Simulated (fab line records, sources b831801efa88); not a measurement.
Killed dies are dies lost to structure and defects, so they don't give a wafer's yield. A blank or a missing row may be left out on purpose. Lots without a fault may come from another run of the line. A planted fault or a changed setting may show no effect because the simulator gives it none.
A struck lot beside a sound one | flow gf180mcu | 14 steps out of a route of 602
Sound: wafers L153.2, L153.4, L153.5. Struck: wafers L152.1, L152.4, L152.5. The cause comes at the end.
At each step with rows: each side's tool, then ch and its chambers, then its first start. Under that, the readings that differ: sound wafers | struck wafers | difference of the means | sigmas: that difference in standard deviations of wafers without a fault.
alike: readings whose means differ by less than 2 such deviations, and words and numbers that are the same on both sides. not compared: withheld readings, readings that some wafer has no value for, bounds like >300 that may hide the same value, and numbers for which the record gives no deviation and whose values overlap.
The two part at a step that has a row with sigmas, a row that says differs or no value, or rows on one side only. Numbers that don't overlap but have no deviation are shown without sigmas and don't part them. A reading that every wafer of one side lacks parts them only if that side has two wafers or more.

first, 1 step without rows for these wafers: GF_V5_CVD_00 (deposits SiO2, target thk 300 nm, time 50 s).
GF_V5_THK_MEAS_01:
  sound on film_metro-02, day 29 13:44; struck on film_metro-02, day 29 11:28
  reading            | sound             | struck            | difference | sigmas
  V5_CVD_00_THK (nm) | 302.5 301.5 305.5 | 296.5 297.9 295.8 | -6.4       | -2
GF_V5_CVD_02: deposits SiO2 from TEOS, target thk 1450 nm, time 163.28 s.
  sound on pecvd-04 ch 0,2, day 29 13:47; struck on pecvd-02 ch 0,1, day 29 11:32
  alike: heater_power_w
GF_V5_THK_MEAS_03:
  sound on film_metro-02, day 29 13:54; struck on film_metro-02, day 29 11:38
  alike: V5_CVD_02_THK
GF_V5_CMP_04: polishes SiO2.
  sound on cmp-01 ch 0,1,3, day 29 14:00; struck on cmp-02 ch 0,1,2, day 29 11:53
  alike: edge_zone_pressure_frac, motor_current_A
GF_V5_BOW_MEAS_05:
  sound on film_metro-02, day 29 14:16; struck on film_metro-04, day 29 12:08
  alike: V5_BOW
then, 6 steps without rows for these wafers: GF_V5_DEHYDRATE_06 (time 60 s); GF_V5_HMDS_07 (prime time 60 s); GF_V5_COAT_08; GF_V5_COAT_09 (resist thk 1000 nm); GF_V5_SOFTBAKE_10 (time 60 s); GF_V5_EXPOSE_11 (exposes mask Via5, target cd 260 nm).
GF_V5_PEB_12: peb time 90 s.
  sound on litho_track-04 ch 0, day 30 08:46; struck on litho_track-03, day 30 06:39
  no value came back on the struck wafers for chill_plate_temp_C (C), exhaust_pa (Pa); on the sound wafers chill_plate_temp_C (C) reads 23.05 23.11 23.16
then, 1 step without rows for these wafers: GF_V5_DEVELOP_13 (develop time 60 s).

WHERE THEY PART
First at GF_V5_THK_MEAS_01; last, within this record, at GF_V5_PEB_12.

WHY: what the simulator had put in
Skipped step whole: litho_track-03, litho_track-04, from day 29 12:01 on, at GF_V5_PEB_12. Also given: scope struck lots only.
